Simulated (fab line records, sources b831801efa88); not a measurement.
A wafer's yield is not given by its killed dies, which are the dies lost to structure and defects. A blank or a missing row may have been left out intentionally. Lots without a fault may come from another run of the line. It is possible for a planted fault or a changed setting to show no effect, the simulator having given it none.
2 desks looking at one fault + flow gf180mcu + each desk holds nothing but its own numbers, with what lay behind them at the end

DESK OF THE TOOL OWNER: implanter-03
For each lot that ran on this tool, the mean over its sampled wafers that have a number, from the tool's own readings at GF_MVPSD_IMPLANT_09. Any lot whose mean is over 4 standard deviations away from the usual mean is out of limits and marked OUT; that distance is given in the brackets.
Columns: A = doseIonsCm2 at GF_MVPSD_IMPLANT_09, usual 4.998e+12; B = faradayCurrentUA at GF_MVPSD_IMPLANT_09, usual 28.1
| lot  | first seen here | A                           | B              |
|------|-----------------|-----------------------------|----------------|
| L342 | day 5 16:30     | 5.005e+12                   | 28.3           |
| L346 | day 6 18:20     | 5.001e+12                   | 28.6           |
| L347 | day 7 00:36     | 4.999e+12                   | 28.1           |
| L354 | day 8 16:20     | 5.002e+12                   | 28.7           |
| L357 | day 9 12:23     | 8.075e+12 (+99 or more) OUT | 44.9 (+32) OUT |
| L358 | day 9 17:14     | 8.071e+12 (+99 or more) OUT | 46.2 (+34) OUT |
| L359 | day 9 23:42     | 8.080e+12 (+99 or more) OUT | 44.9 (+32) OUT |
This desk's finding: out of limits on L357, L358, L359; first on L357, day 9 12:23 (doseIonsCm2 at GF_MVPSD_IMPLANT_09). L342, L346, L347, L354 stayed within limits.

FROM THE METROLOGY DESK
What the gauges read for every lot (on any tool): the sampled wafers with a number, averaged. Any lot whose mean is over 4 standard deviations away from the usual mean is out of limits and marked OUT; that distance is given in the brackets.
Columns: A = STI_OXIDATION_01_THK at GF_STI_THK_MEAS_22, usual 15.15 nm; B = MVPSD_TW at GF_MVPSD_TW_MEAS_11, usual 551.2; C = VT_IMPLANT_02_OVL at GF_VT_IMPLANT_OVL_MEAS_29, usual 0.7 nm; D = MVPSD_RS at GF_VT_IMPLANT_RS_MEAS_49, usual 1167.1 ohm/sq
| lot  | first seen here | A     | B                | C    | D                |
|------|-----------------|-------|------------------|------|------------------|
| L339 | day 2 01:58     | 15.25 | 550.8            | -0.1 | 1166.3           |
| L341 | day 2 15:12     | 15.48 | 555.9            | 2.5  | 1171.2           |
| L342 | day 2 18:40     | 15.17 | 549.5            | 2.0  | 1165.3           |
| L346 | day 3 14:59     | 14.88 | 551.9            | 1.1  | 1166.9           |
| L347 | day 3 22:13     | 14.58 | 552.8            | 1.3  | 1168.6           |
| L354 | day 5 08:04     | 15.01 | 553.4            | 2.6  | 1165.0           |
| L357 | day 5 23:40     | 15.33 | 565.3 (+5.0) OUT | 0.6  | 1057.2 (-38) OUT |
| L358 | day 6 05:16     | 15.60 | 565.6 (+5.1) OUT | -1.8 | 1057.5 (-38) OUT |
| L359 | day 6 09:55     | 15.13 | 565.9 (+5.2) OUT | -0.8 | 1054.6 (-39) OUT |
| L360 | day 6 15:16     | 15.25 | 549.3            | 1.3  | 1168.1           |
| L361 | day 6 21:02     | 15.32 | 555.2            | 0.6  | 1169.7           |
| L362 | day 7 01:15     | 15.27 | 552.7            | 2.2  | 1168.9           |
This desk reports L357, L358, L359 out of limits; the earliest was L357 at day 9 12:37 (MVPSD_TW at GF_MVPSD_TW_MEAS_11). L339, L341, L342, L346, L347, L354, L360, L361, L362 stayed within limits.

TAKEN TOGETHER
On L357, L358, L359, at day 9 12:23, an alarm was possible from the tool owner's desk.
On L357, L358, L359, the metrology desk was in a position to raise an alarm at day 9 12:37.
GF_MVPSD_IMPLANT_09 was run on implanter-03 by each of the lots named.

WHAT HAD BEEN PUT IN BY THE SIMULATOR
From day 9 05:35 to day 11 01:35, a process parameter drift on implanter-03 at GF_MVPSD_IMPLANT_09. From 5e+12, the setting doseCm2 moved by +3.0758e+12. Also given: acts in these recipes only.
Shown lots that were struck: L357, L358, L359.
Counting hours from when the fault started, the first reading out of limits came at 7 for the tool owner's desk and at 7 for the metrology desk.
